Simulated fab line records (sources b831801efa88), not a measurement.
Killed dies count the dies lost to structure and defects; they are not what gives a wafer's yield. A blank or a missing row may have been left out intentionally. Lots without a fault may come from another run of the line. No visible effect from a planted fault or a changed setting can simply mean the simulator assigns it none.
Matching of chambers || flow gf180mcu || cmp-02 running GF_V1_CMP_26: 4 sister chambers
The step polishes, stops on SiO2, t overpolish 15 s, target thk 0 nm. 8 wafers are shown with their chamber, then 7 later ones without.

## WAFERS WITH THEIR CHAMBER
{"wafer": "L832.4", "chamber": 1, "motor_current_A (A)": 10.5, "edge_zone_pressure_frac": 0.994}
{"wafer": "L832.5", "chamber": 2, "motor_current_A (A)": 9.8, "edge_zone_pressure_frac": 0.991}
{"wafer": "L833.4", "chamber": 2, "motor_current_A (A)": 11.0, "edge_zone_pressure_frac": 1.003}
{"wafer": "L833.6", "chamber": 0, "motor_current_A (A)": 12.4, "edge_zone_pressure_frac": 1.000}
{"wafer": "L835.5", "chamber": 0, "motor_current_A (A)": 12.7, "edge_zone_pressure_frac": 0.995}
{"wafer": "L835.6", "chamber": 3, "motor_current_A (A)": 12.5, "edge_zone_pressure_frac": 1.000}
{"wafer": "L837.1", "chamber": 3, "motor_current_A (A)": 12.5, "edge_zone_pressure_frac": 0.997}
{"wafer": "L837.2", "chamber": 1, "motor_current_A (A)": 10.5, "edge_zone_pressure_frac": 0.993}

## WAFERS WITH NO CHAMBER GIVEN
{"wafer": "L837.6", "motor_current_A (A)": 10.3, "edge_zone_pressure_frac": 0.984}
{"wafer": "L838.2", "motor_current_A (A)": 10.3, "edge_zone_pressure_frac": 0.998}
{"wafer": "L838.3", "motor_current_A (A)": 12.3, "edge_zone_pressure_frac": 0.999}
{"wafer": "L838.6", "motor_current_A (A)": 10.2, "edge_zone_pressure_frac": 0.997}
{"wafer": "L841.1", "motor_current_A (A)": 12.7, "edge_zone_pressure_frac": 0.996}
{"wafer": "L841.5", "motor_current_A (A)": 12.8, "edge_zone_pressure_frac": 1.001}
{"wafer": "L841.6", "motor_current_A (A)": 12.8, "edge_zone_pressure_frac": 1.001}

## CHAMBER TAKEN BY EACH
{"wafer": "L837.6", "from the rows above": "can't be placed: 1 or 2", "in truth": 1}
{"wafer": "L838.2", "from the rows above": "can't be placed: 2 or 1", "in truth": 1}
{"wafer": "L838.3", "from the rows above": "can't be placed: 3 or 0", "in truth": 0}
{"wafer": "L838.6", "from the rows above": "can't be placed: 2 or 1", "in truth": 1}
{"wafer": "L841.1", "from the rows above": "can't be placed: 0 or 3", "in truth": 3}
{"wafer": "L841.5", "from the rows above": "can't be placed: 3 or 0", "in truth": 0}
{"wafer": "L841.6", "from the rows above": "can't be placed: 3 or 0", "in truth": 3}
Correct placement for 0 of the 7. From these rows, 7 cannot be placed; in 7 the true chamber is one of the candidates. Number placed wrongly: 0.
How it was worked out, from the rows above alone: a wafer's distance from a chamber is the root of the sum, over the readings, of the square of ((its reading less the chamber's mean) divided by the reading's scatter). If the next closest chamber is less than 2 further off than the closest, the wafer can't be placed; otherwise it belongs to the closest. Each chamber's mean is taken over the wafers shown for it. The scatter: the root of (the sum of the squares of (reading less its chamber's mean) over the shown wafers, divided by (wafers less chambers)).
